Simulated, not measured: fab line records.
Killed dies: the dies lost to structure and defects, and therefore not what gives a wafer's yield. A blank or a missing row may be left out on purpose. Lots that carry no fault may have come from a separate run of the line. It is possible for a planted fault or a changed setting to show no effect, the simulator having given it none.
Check of tool commonality | flow sfqLine | 16 lots and 48 wafers in the sample

## THE REASON FOR OPENING IT
At SFQ_I1_OVL_MEAS_913 the reading I1_OVL is flagged on 4 of 16 lots. No-fault wafers: 3 nm, standard deviation 5.3.
Rule: a lot is flagged in two cases, either no wafer of it has a number, or all its wafers with numbers fall more than 4 standard deviations from that mean. The other lots count as sound.

lot  | measured     | on         | I1_OVL (nm), wafer by wafer | flag
L624 | day 25 21:14 | overlay-01 | 6 2 6                       | 
L625 | day 26 00:50 | overlay-02 | 4 5 -3                      | 
L628 | day 27 22:34 | overlay-01 | -4 -4 3                     | 
L629 | day 27 23:46 | overlay-01 | 6 6 6                       | 
L630 | day 28 11:53 | overlay-01 | 7 6 -2                      | 
L631 | day 28 20:25 | overlay-01 | 52 50 59                    | FLAGGED
L632 | day 29 03:38 | overlay-02 | 64 65 64                    | FLAGGED
L633 | day 29 14:25 | overlay-01 | 61 63 59                    | FLAGGED
L634 | day 29 22:49 | overlay-01 | 68 68 66                    | FLAGGED
L638 | day 31 12:41 | overlay-02 | 1 3 6                       | 
L640 | day 32 04:17 | overlay-02 | 4 8 4                       | 
L641 | day 34 01:53 | overlay-02 | 9 8 9                       | 
L643 | day 39 17:58 | overlay-02 | -12 -12 -12                 | 
L644 | day 39 23:58 | overlay-02 | 0 4 8                       | 
L645 | day 40 09:33 | overlay-02 | 6 11 2                      | 
L646 | day 41 02:21 | overlay-01 | 9 6 9                       | 
The numbers of the flagged lots are 62 nm on average: +59 nm against the usual, or +11 standard deviations.

## LOT BY LOT: THE TOOL USED
The record holds 1 process step before the reading, out of a route of 325 steps. Every cell lists first the tool, next ch and the chambers used by the sampled wafers, and last the start.
lot  | flag    | SFQ_TRILAYER_I1_VIA_LITHO_EXPOSE_050
L624 |         | krfScanner-01 ch 0, day 25 19:44
L625 |         | krfScanner-01 ch 0, day 25 23:20
L628 |         | krfScanner-02 ch 0, day 27 21:16
L629 |         | krfScanner-02 ch 0, day 27 22:16
L630 |         | krfScanner-01 ch 0, day 28 10:23
L631 | FLAGGED | krfScanner-02 ch 0, day 28 19:07
L632 | FLAGGED | krfScanner-02 ch 0, day 29 02:43
L633 | FLAGGED | krfScanner-02 ch 0, day 29 13:07
L634 | FLAGGED | krfScanner-02 ch 0, day 29 21:19
L638 |         | krfScanner-01 ch 0, day 31 11:11
L640 |         | krfScanner-01 ch 0, day 32 02:47
L641 |         | krfScanner-01 ch 0, day 34 00:47
L643 |         | krfScanner-01 ch 0, day 39 16:51
L644 |         | krfScanner-01 ch 0, day 39 22:51
L645 |         | krfScanner-01 ch 0, day 40 08:03
L646 |         | krfScanner-01 ch 0, day 41 00:51
What these steps do:
- SFQ_TRILAYER_I1_VIA_LITHO_EXPOSE_050: exposes mask I1, target cd 500 nm.
- SFQ_I1_OVL_MEAS_913

## FLAGGED OVER TOTAL, TOOL BY TOOL (the gauges that took the reading come last)
step                                 | tool          | lots run | flagged | share of the flagged lots | sound lots run after its first flagged lot
SFQ_TRILAYER_I1_VIA_LITHO_EXPOSE_050 | krfScanner-01 | 10       | 0       | none                      | -
SFQ_TRILAYER_I1_VIA_LITHO_EXPOSE_050 | krfScanner-02 | 6        | 4       | all                       | 0
SFQ_I1_OVL_MEAS_913                  | overlay-01    | 8        | 3       | some                      | 1 (L646)
SFQ_I1_OVL_MEAS_913                  | overlay-02    | 8        | 1       | some                      | 6 (L638,L640,L641,L643,L644,L645)

## WHAT THE TABLE ALLOWS
In the table, 1 row covers all flagged lots: krfScanner-02 at SFQ_TRILAYER_I1_VIA_LITHO_EXPOSE_050.
- krfScanner-02 at SFQ_TRILAYER_I1_VIA_LITHO_EXPOSE_050: 4 of its 6 lots flagged. It ran its last sound lot, L629, at day 27 22:16 and its first flagged lot, L631, at day 28 19:07: a fault with its onset between the two fits.
What remains is a single tool, krfScanner-02 at SFQ_TRILAYER_I1_VIA_LITHO_EXPOSE_050.

## WHAT THE SIMULATOR HAD INSERTED
Scanner matching overlay: krfScanner-02, from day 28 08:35 on, at SFQ_TRILAYER_I1_VIA_LITHO_EXPOSE_050. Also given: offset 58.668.
Shown lots that were struck: L631, L632, L633, L634. The rule above found the same.
